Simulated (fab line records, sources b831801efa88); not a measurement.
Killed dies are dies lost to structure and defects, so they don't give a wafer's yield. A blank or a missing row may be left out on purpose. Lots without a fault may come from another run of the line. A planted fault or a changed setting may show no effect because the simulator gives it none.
Chamber matching | flow gf180mcu | GF_MIM_CVD_05 on pecvd-01: 3 sister chambers
The step deposits Si3N4, target thk 42 nm, time 29.086 s. 3 wafers are shown with their chamber, then 7 later ones without.

WAFERS WITH THEIR CHAMBER
wafer  | chamber | heater_power_outer_w (W)
L885.5 | 1       | 498
L896.1 | 2       | 440
L898.5 | 0       | 355

WAFERS WITHOUT THEIR CHAMBER
wafer  | heater_power_outer_w (W)
L898.6 | 394
L901.1 | 379
L901.2 | 382
L901.5 | 392
L902.1 | 326
L902.4 | 340
L902.6 | 343

WHICH CHAMBER EACH WENT THROUGH
wafer  | from the rows above     | in truth
L898.6 | can't be placed: 0 or 2 | 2
L901.1 | can't be placed: 0 or 2 | 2
L901.2 | can't be placed: 0 or 2 | 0
L901.5 | can't be placed: 0 or 2 | 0
L902.1 | 0                       | 0
L902.4 | 0                       | 0
L902.6 | 0                       | 0
Placed correctly: 3 of 7. Can't be placed from these rows: 4 (the true chamber is among the candidates in 4). Placed wrongly: 0.
How it was worked out, from the rows above alone: a wafer's distance from a chamber is the root of the sum, over the readings, of the square of ((its reading less the chamber's mean) divided by the reading's scatter). The wafer belongs to the nearest chamber; if the next one is less than 2 further off, it can't be placed. A chamber's mean is the mean of its shown wafers. The scatter: with one shown wafer a chamber, the root of the mean of the squares of how far each hidden wafer lies from its nearest shown one.
